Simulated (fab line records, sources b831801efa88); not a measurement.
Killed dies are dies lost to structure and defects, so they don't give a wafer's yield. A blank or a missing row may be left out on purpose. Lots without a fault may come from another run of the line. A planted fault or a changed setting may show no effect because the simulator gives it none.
Which tool did it? | flow gf180mcu | 13 lots, 39 wafers sampled, at 4 steps of a route of 602

WHAT THE GAUGES READ, wafer by wafer
GF_HV_LDD_TW_MEAS_50.
lot  | measured     | on            | HV_LDD_4_TW
L594 | day 12 09:29 | film_metro-03 | 570.8 574.3 571.3
L596 | day 13 03:13 | film_metro-01 | 563.5 560.1 562.8
L597 | day 13 09:10 | film_metro-03 | 567.1 568.9 566.9
L598 | day 13 17:50 | film_metro-02 | 566.2 563.2 567.5
L601 | day 14 23:52 | film_metro-01 | 564.9 564.4 564.5
L606 | day 16 12:25 | film_metro-03 | 571.3 565.7 565.2
L608 | day 17 04:22 | film_metro-02 | 564.7 568.3 566.8
L611 | day 18 03:04 | film_metro-02 | 567.9 568.4 570.6
L612 | day 18 11:13 | film_metro-02 | 568.6 565.2 568.4
L614 | day 19 05:01 | film_metro-02 | 568.2 569.2 568.5
L615 | day 19 11:20 | film_metro-03 | 570.8 568.8 570.1
L616 | day 19 22:23 | film_metro-03 | 569.5 569.3 571.0
L617 | day 20 02:43 | film_metro-03 | 571.6 570.1 569.9

GF_PSD_CD_MEAS_07: target cd 400 nm.
lot  | measured     | on        | cd_nm (nm)
L594 | day 14 06:05 | cd_sem-02 | 402.3 401.9 403.6
L596 | day 14 23:22 | cd_sem-01 | 400.0 399.4 401.9
L597 | day 15 07:59 | cd_sem-01 | 397.7 395.8 397.3
L598 | day 15 15:23 | cd_sem-01 | 393.9 397.1 394.8
L601 | day 17 01:01 | cd_sem-02 | 403.5 400.6 402.4
L606 | day 18 13:52 | cd_sem-01 | 399.3 403.0 402.9
L608 | day 19 07:56 | cd_sem-01 | 403.3 402.9 406.1
L611 | day 20 08:04 | cd_sem-02 | 399.4 399.1 402.2
L612 | day 20 14:37 | cd_sem-01 | 402.3 400.9 399.7
L614 | day 21 08:55 | cd_sem-02 | 398.9 398.5 400.3
L615 | day 21 14:26 | cd_sem-02 | 398.4 400.2 399.3
L616 | day 22 00:10 | cd_sem-02 | 394.9 394.0 397.6
L617 | day 22 06:29 | cd_sem-01 | 399.5 399.0 399.7

WHICH TOOL RAN EACH LOT (tool, then ch and the chambers of the sampled wafers, then the start)
lot  | GF_VT_IMPLANT_STRIP_42               | GF_HV_LDD_STRIP_49
L594 | plasma_asher-04 ch 0,1, day 7 11:56  | plasma_asher-03 ch 0,1, day 12 09:24
L596 | plasma_asher-01 ch 0,1, day 8 04:47  | plasma_asher-02 ch 0,1, day 13 03:07
L597 | plasma_asher-04 ch 0,1, day 8 10:08  | plasma_asher-03 ch 0,1, day 13 09:04
L598 | plasma_asher-01 ch 0,1, day 8 15:41  | plasma_asher-01 ch 0,1, day 13 17:44
L601 | plasma_asher-04 ch 0,1, day 9 12:32  | plasma_asher-02 ch 0,1, day 14 23:46
L606 | plasma_asher-02 ch 0,1, day 10 20:29 | plasma_asher-03 ch 0,1, day 16 12:18
L608 | plasma_asher-02 ch 0,1, day 11 10:35 | plasma_asher-03 ch 0,1, day 17 04:16
L611 | plasma_asher-01 ch 1, day 12 06:54   | plasma_asher-02 ch 0,1, day 18 02:58
L612 | plasma_asher-04 ch 0,1, day 12 14:09 | plasma_asher-02 ch 0, day 18 11:07
L614 | plasma_asher-02 ch 0,1, day 13 05:48 | plasma_asher-02 ch 0,1, day 19 04:54
L615 | plasma_asher-01 ch 0,1, day 13 11:41 | plasma_asher-02 ch 0,1, day 19 11:13
L616 | plasma_asher-01 ch 0, day 13 21:30   | plasma_asher-03 ch 0,1, day 19 22:16
L617 | plasma_asher-02 ch 0,1, day 13 22:43 | plasma_asher-01 ch 1, day 20 02:37
- GF_VT_IMPLANT_STRIP_42: strips in O2/N2.
- GF_HV_LDD_STRIP_49: strips in O2/N2.

WHAT THE TOOLS THEMSELVES READ (means of the sampled wafers that have a number; where no wafer has one, the mark that the record gives instead)
GF_VT_IMPLANT_STRIP_42.
lot  | tool            | drypump_motor_current_A (A) | heater_power_w (W) | n2_flow_sccm (sccm) | oes_product_au (a.u.) | strip_time_to_endpoint_s (s)
L594 | plasma_asher-04 | 5.39                        | 351                | 299.6               | 0.710                 | 12.64
L596 | plasma_asher-01 | 5.82                        | 319                | 300.4               | 0.714                 | 12.63
L597 | plasma_asher-04 | 5.48                        | 330                | 299.6               | 0.713                 | 12.54
L598 | plasma_asher-01 | 5.69                        | 293                | 300.3               | 0.714                 | 12.60
L601 | plasma_asher-04 | 5.48                        | 327                | 300.4               | 0.719                 | 12.61
L606 | plasma_asher-02 | 5.88                        | 315                | 299.6               | 0.717                 | 12.60
L608 | plasma_asher-02 | 5.76                        | 322                | 300.9               | 0.718                 | 12.66
L611 | plasma_asher-01 | 5.91                        | 324                | 300.1               | 0.719                 | 12.70
L612 | plasma_asher-04 | 5.49                        | 331                | 300.0               | 0.712                 | 12.65
L614 | plasma_asher-02 | 5.75                        | 318                | 300.7               | 0.713                 | 12.63
L615 | plasma_asher-01 | 5.81                        | 319                | 300.5               | 0.721                 | 12.63
L616 | plasma_asher-01 | 5.58                        | 286                | 301.4               | 0.718                 | 12.65
L617 | plasma_asher-02 | 5.79                        | 320                | 299.6               | 0.717                 | 12.63

GF_HV_LDD_STRIP_49.
lot  | tool            | drypump_motor_current_A (A) | heater_power_w (W) | n2_flow_sccm (sccm) | oes_product_au (a.u.) | strip_time_to_endpoint_s (s)
L594 | plasma_asher-03 | 5.61                        | 324                | 300.6               | 0.713                 | 12.66
L596 | plasma_asher-02 | 5.93                        | 312                | 300.0               | 0.722                 | 12.63
L597 | plasma_asher-03 | 5.60                        | 324                | 299.2               | 0.715                 | 12.66
L598 | plasma_asher-01 | 5.70                        | 306                | 300.1               | 0.718                 | 12.62
L601 | plasma_asher-02 | 5.77                        | 317                | 301.3               | 0.714                 | 12.68
L606 | plasma_asher-03 | 5.63                        | 324                | 239.8               | 0.714                 | 12.60
L608 | plasma_asher-03 | 5.62                        | 326                | 239.2               | 0.713                 | 12.65
L611 | plasma_asher-02 | 5.75                        | 317                | 300.1               | 0.717                 | 12.62
L612 | plasma_asher-02 | 5.63                        | 323                | 300.6               | 0.717                 | 12.60
L614 | plasma_asher-02 | 5.93                        | 328                | 298.9               | 0.715                 | 12.68
L615 | plasma_asher-02 | 5.75                        | 327                | 300.1               | 0.718                 | 12.69
L616 | plasma_asher-03 | 5.48                        | 322                | 300.6               | 0.719                 | 12.68
L617 | plasma_asher-01 | 5.93                        | 332                | 300.2               | 0.715                 | 12.66

THE ANSWER, worked out from the rows above alone
Rule: what is usual is taken from the lots themselves. Put in order of their means at a reading, lots are off if they are a third of the lots or fewer, leave a main group of 4 or more, and stand apart from it by a gap of 3 or more times the standard deviation of the main group's means; of several such gaps the widest counts. A main group whose means are all the same, to the digits that the tables above print for the reading, isn't used. A lot without any number at a reading at which 4 lots or more have one is off too. The other lots that the step has rows for count as sound. The gauges are gone through in route order, then the tools' own readings, and for those a lot's mean is taken as printed above. The first step at which some lot is off is used, and at that step the reading that is off furthest; a lot without a number counts as furthest.
Off: L606, L608, at GF_HV_LDD_STRIP_49 (n2_flow_sccm). The main group: mean 300.2 sccm, standard deviation 0.63.
A tool fits if, at that step or a process step before it, it ran every lot that is off, and no sound lot after the first of them. None of those tried fits.

WHAT THE SIMULATOR HAD PUT IN
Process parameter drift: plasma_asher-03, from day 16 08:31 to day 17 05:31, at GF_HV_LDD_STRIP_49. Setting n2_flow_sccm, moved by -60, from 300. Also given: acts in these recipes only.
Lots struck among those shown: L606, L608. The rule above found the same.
